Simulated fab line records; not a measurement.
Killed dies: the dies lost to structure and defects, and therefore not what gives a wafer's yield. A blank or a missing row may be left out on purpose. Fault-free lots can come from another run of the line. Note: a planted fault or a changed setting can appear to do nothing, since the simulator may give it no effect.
Matching of chambers | flow sky130 | 4 sister chambers for SKY_VIA4_CMP_02 on cmp-01
The step polishes SiO2. 8 wafers are shown with their chamber, then 7 later ones without.

## EACH WAFER AND ITS CHAMBER
wafer  | chamber | motor current A (A)
L552.3 | 0       | 12.0
L555.3 | 0       | 11.4
L557.6 | 3       | 10.7
L558.2 | 1       | 9.6
L558.3 | 2       | 11.7
L558.4 | 3       | 11.3
L560.1 | 1       | 9.5
L560.2 | 2       | 12.2

## WAFERS WITH NO CHAMBER GIVEN
wafer  | motor current A (A)
L560.5 | 11.7
L563.3 | 9.8
L563.4 | 10.8
L563.6 | 11.1
L573.1 | 11.0
L573.3 | 11.9
L573.6 | 10.7

## THE CHAMBER EACH PASSED THROUGH
wafer  | from the rows above          | in truth
L560.5 | can't be placed: 0 or 2 or 3 | 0
L563.3 | 1                            | 1
L563.4 | can't be placed: 3 or 0      | 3
L563.6 | can't be placed: 3 or 0      | 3
L573.1 | can't be placed: 3 or 0      | 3
L573.3 | can't be placed: 2 or 0      | 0
L573.6 | can't be placed: 3 or 0      | 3
Placed correctly: 1 of 7. Not placeable from these rows: 6 (in 6, the candidates include the true chamber). Wrongly placed: 0.
How it was worked out, from the rows above alone: a wafer's distance from a chamber is the root of the sum, over the readings, of the square of ((its reading less the chamber's mean) divided by the reading's scatter). The wafer belongs to the nearest chamber; if the next one is less than 2 further off, it can't be placed. The mean given for a chamber averages the wafers shown for that chamber. How the scatter is found: for the shown wafers, subtract from each reading the mean of its chamber, square and add these, divide the total by (wafers less chambers), then take the root.
